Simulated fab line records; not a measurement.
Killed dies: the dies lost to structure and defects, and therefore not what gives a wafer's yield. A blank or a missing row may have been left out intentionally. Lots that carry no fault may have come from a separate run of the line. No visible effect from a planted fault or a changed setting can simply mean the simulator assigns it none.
Which tool did it? + flow sky130 + 10 lots with 30 wafers sampled at 6 steps, on a route of 708 steps

== WHAT THE GAUGES SHOWED, per wafer ==
SKY_LI_CONTACT_THK_MEAS_23: measures by xrf.
| lot  | measured     | on            | LI_CONTACT_W_THK (nm) |
|------|--------------|---------------|-----------------------|
| L987 | day 29 05:07 | film metro-01 | 389 395 388           |
| L989 | day 29 18:29 | film metro-02 | 399 390 399           |
| L988 | day 29 18:39 | film metro-03 | 395 394 405           |
| L990 | day 30 04:19 | film metro-02 | 397 396 400           |
| L991 | day 30 16:32 | film metro-02 | 395 392 395           |
| L992 | day 30 20:32 | film metro-01 | 382 390 387           |
| L100 | day 33 12:29 | film metro-02 | 391 394 389           |
| L104 | day 35 22:54 | film metro-03 | 396 393 397           |
| L106 | day 36 00:03 | film metro-03 | 398 400 394           |
| L108 | day 36 07:09 | film metro-03 | 395 393 399           |

SKY_LOCAL_INTERCONNECT_RS_MEAS_01: a four-point-probe measurement.
| lot  | measured     | on            | LOCAL_INTERCONNECT_TIN_RS (ohm/sq) |
|------|--------------|---------------|------------------------------------|
| L987 | day 29 05:32 | film metro-04 | 14.12 14.14 14.30                  |
| L989 | day 29 18:55 | film metro-03 | 14.31 14.40 14.44                  |
| L988 | day 29 19:10 | film metro-04 | 14.34 14.36 14.40                  |
| L990 | day 30 04:46 | film metro-02 | 14.40 14.26 14.42                  |
| L991 | day 30 20:09 | film metro-02 | 13.96 13.65 13.95                  |
| L992 | day 30 20:59 | film metro-02 | 13.93 14.07 13.97                  |
| L100 | day 33 12:54 | film metro-03 | 22.89 14.04 14.09                  |
| L104 | day 35 23:22 | film metro-04 | 14.04 14.18 14.11                  |
| L106 | day 36 00:28 | film metro-02 | 14.28 14.12 14.26                  |
| L108 | day 36 07:35 | film metro-03 | 14.36 14.18 14.35                  |

SKY_LOCAL_INTERCONNECT_THK_MEAS_02: measures by xrf.
| lot  | measured     | on            | LOCAL_INTERCONNECT_TIN_THK (nm) |
|------|--------------|---------------|---------------------------------|
| L987 | day 29 05:40 | film metro-04 | 100.5 99.7 99.3                 |
| L989 | day 29 19:01 | film metro-03 | 99.7 99.3 98.9                  |
| L988 | day 29 19:16 | film metro-04 | 98.7 99.4 98.3                  |
| L990 | day 30 04:52 | film metro-02 | 97.7 98.9 97.8                  |
| L991 | day 30 20:15 | film metro-02 | 101.2 103.0 100.6               |
| L992 | day 30 21:05 | film metro-02 | 101.2 99.9 100.5                |
| L100 | day 33 13:01 | film metro-03 | 63.8 101.0 100.9                |
| L104 | day 35 23:29 | film metro-04 | 100.4 99.9 100.2                |
| L106 | day 36 00:35 | film metro-02 | 98.9 99.2 98.5                  |
| L108 | day 36 07:41 | film metro-03 | 99.0 100.1 98.7                 |

== WHICH TOOL RAN EACH LOT (tool, then ch and the chambers of the sampled wafers, then the start) ==
| lot  | SKY_LI_CONTACT_ETCH_14             | SKY_LI_CONTACT_SPUTTER_19    | SKY_LOCAL_INTERCONNECT_SPUTTER_00 |
|------|------------------------------------|------------------------------|-----------------------------------|
| L987 | rie diel-01 ch 0,1,3, day 29 04:17 | pvd sputter-02, day 29 04:44 | pvd sputter-03, day 29 05:28      |
| L989 | rie diel-01 ch 0,1,3, day 29 17:40 | pvd sputter-04, day 29 18:05 | pvd sputter-01, day 29 18:50      |
| L988 | rie diel-02 ch 1,2, day 29 17:47   | pvd sputter-02, day 29 18:13 | pvd sputter-04, day 29 18:59      |
| L990 | rie diel-01 ch 0,1,2, day 30 03:29 | pvd sputter-04, day 30 03:55 | pvd sputter-01, day 30 04:40      |
| L991 | rie diel-01 ch 0,2,3, day 30 15:43 | pvd sputter-01, day 30 16:08 | pvd sputter-03, day 30 20:02      |
| L992 | rie diel-02 ch 0,2,3, day 30 19:41 | pvd sputter-04, day 30 20:08 | pvd sputter-03, day 30 20:52      |
| L100 | rie diel-02 ch 0,1,2, day 33 11:41 | pvd sputter-02, day 33 12:06 | pvd sputter-03, day 33 12:50      |
| L104 | rie diel-03 ch 0,1,3, day 35 22:05 | pvd sputter-02, day 35 22:31 | pvd sputter-01, day 35 23:19      |
| L106 | rie diel-01 ch 0,3, day 35 23:14   | pvd sputter-01, day 35 23:40 | pvd sputter-01, day 36 00:25      |
| L108 | rie diel-03 ch 0,1,2, day 36 06:19 | pvd sputter-04, day 36 06:45 | pvd sputter-01, day 36 07:30      |
- SKY_LI_CONTACT_ETCH_14: etches BARC in N2/H2, stops on SiO2, time 45.9 s, target depth 60 nm.
- SKY_LI_CONTACT_SPUTTER_19: material Ti, target thk 20 nm, time 106.37 s.
- SKY_LOCAL_INTERCONNECT_SPUTTER_00: material TiN, target thk 100 nm, time 83.3 s.

== AS READ BY THE TOOLS THEMSELVES (means over the sampled wafers that have a number; for cases with no such wafer, the mark the record gives instead) ==
SKY_LI_CONTACT_ETCH_14.
| lot  | tool        | drypump motor current A (A) | oes product au (a.u.) | throttle valve pct (%) |
|------|-------------|-----------------------------|-----------------------|------------------------|
| L987 | rie diel-01 | 5.8                         | 0.855                 | 13.227                 |
| L989 | rie diel-01 | 5.8                         | 0.854                 | 13.231                 |
| L988 | rie diel-02 | 6.0                         | 0.856                 | 13.226                 |
| L990 | rie diel-01 | 5.7                         | 0.853                 | 13.229                 |
| L991 | rie diel-01 | 5.9                         | 0.856                 | 13.221                 |
| L992 | rie diel-02 | 5.9                         | 0.853                 | 13.227                 |
| L100 | rie diel-02 | 5.9                         | 0.853                 | 13.224                 |
| L104 | rie diel-03 | 5.8                         | 0.855                 | 13.217                 |
| L106 | rie diel-01 | 6.0                         | 0.856                 | 13.224                 |
| L108 | rie diel-03 | 5.7                         | 0.846                 | 13.220                 |

SKY_LI_CONTACT_SPUTTER_19.
| lot  | tool           | chamber pressure pa (Pa) | throttle valve pct (%) |
|------|----------------|--------------------------|------------------------|
| L987 | pvd sputter-02 | 5.005                    | 30.3                   |
| L989 | pvd sputter-04 | 4.994                    | 30.0                   |
| L988 | pvd sputter-02 | 4.998                    | 30.3                   |
| L990 | pvd sputter-04 | 4.996                    | 31.3                   |
| L991 | pvd sputter-01 | 5.002                    | 28.6                   |
| L992 | pvd sputter-04 | 5.003                    | 30.9                   |
| L100 | pvd sputter-02 | 5.010                    | 29.9                   |
| L104 | pvd sputter-02 | 4.993                    | 29.7                   |
| L106 | pvd sputter-01 | 5.002                    | 29.7                   |
| L108 | pvd sputter-04 | 5.003                    | 30.8                   |

SKY_LOCAL_INTERCONNECT_SPUTTER_00.
| lot  | tool           | chamber pressure pa (Pa) | throttle valve pct (%) |
|------|----------------|--------------------------|------------------------|
| L987 | pvd sputter-03 | 0.4011                   | 30.6                   |
| L989 | pvd sputter-01 | 0.3999                   | 29.6                   |
| L988 | pvd sputter-04 | 0.4010                   | 31.5                   |
| L990 | pvd sputter-01 | 0.4006                   | 30.5                   |
| L991 | pvd sputter-03 | 0.4004                   | 29.7                   |
| L992 | pvd sputter-03 | 0.3993                   | 31.8                   |
| L100 | pvd sputter-03 | 0.3999                   | 31.3                   |
| L104 | pvd sputter-01 | 0.4000                   | 28.9                   |
| L106 | pvd sputter-01 | 0.3999                   | 28.4                   |
| L108 | pvd sputter-01 | 0.4004                   | 30.2                   |

== THE ANSWER, worked out from the rows above alone ==
Rule: usual is defined by the lots themselves. The widest of any qualifying gaps counts: lots, ordered by their means at a reading, are off when they make up no more than a third of the lots, leave a main group of 4 or more, and stand apart from it by 3 or more times the standard deviation of that group's means. If all means in a main group match to the digits the tables above print for the reading, that group is not used. Also off: a lot with no number at a reading for which 4 or more lots have one. All remaining lots with rows at the step are treated as sound. First the gauges in route order, then the tools' own readings, where a lot's mean is used as printed above. At the first step where some lot is off, the reading lying furthest off is the one used; lots without a number count as furthest.
Off: at SKY_LOCAL_INTERCONNECT_RS_MEAS_01 (LOCAL_INTERCONNECT_TIN_RS), L100. For the main group the mean is 14.20 ohm/sq and the standard deviation 0.17.
If a tool, at a process step before that reading, ran all the lots that are off and no sound lot after the first of them, it fits. Those tools and the gauges at SKY_LOCAL_INTERCONNECT_RS_MEAS_01 are tried in the same way. This does not decide it: 2 tools fit, namely rie diel-02 at SKY_LI_CONTACT_ETCH_14 and pvd sputter-03 at SKY_LOCAL_INTERCONNECT_SPUTTER_00.

== WHAT THE SIMULATOR HAD INSERTED ==
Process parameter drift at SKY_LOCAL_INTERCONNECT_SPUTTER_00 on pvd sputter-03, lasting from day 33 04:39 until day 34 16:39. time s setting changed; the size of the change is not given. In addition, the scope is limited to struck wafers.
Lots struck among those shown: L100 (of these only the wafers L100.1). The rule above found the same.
